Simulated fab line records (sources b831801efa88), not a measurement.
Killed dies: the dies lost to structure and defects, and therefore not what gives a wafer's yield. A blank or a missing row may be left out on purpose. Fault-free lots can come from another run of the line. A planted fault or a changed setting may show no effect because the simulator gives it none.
Matching of chambers -- flow sfqLine -- 3 sister chambers for SFQ_TRILAYER_I7_DEP_PECVD_183 on pecvd-02
The step deposits SiO2 from SiH4/N2O, time 111.11 s, target thk 500 nm. 3 wafers are shown with their chamber, then 6 later ones without.

## EACH WAFER AND ITS CHAMBER
wafer,chamber,showerheadVppV (V)
L188.6,0,830
L193.1,2,896
L193.2,1,838

## WAFERS MISSING THEIR CHAMBER
wafer,showerheadVppV (V)
L193.4,903
L196.1,821
L196.3,900
L208.2,911
L208.4,901
L208.5,836

## WHICH CHAMBER EACH ONE RAN IN
wafer,from the rows above,in truth
L193.4,2,2
L196.1,can't be placed: 0 or 1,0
L196.3,2,2
L208.2,2,2
L208.4,2,2
L208.5,can't be placed: 1 or 0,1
Correct placement for 4 of the 6. From these rows, 2 cannot be placed; in 2 the true chamber is one of the candidates. 0 placed wrongly.
How it was worked out, from the rows above alone: a wafer's distance from a chamber is the root of the sum, over the readings, of the square of ((its reading less the chamber's mean) divided by the reading's scatter). If the next closest chamber is less than 2 further off than the closest, the wafer can't be placed; otherwise it belongs to the closest. For every chamber, the mean is computed from those of its wafers that are shown. The scatter: root of mean squared gap, hidden wafer to nearest shown wafer, with one shown wafer a chamber.
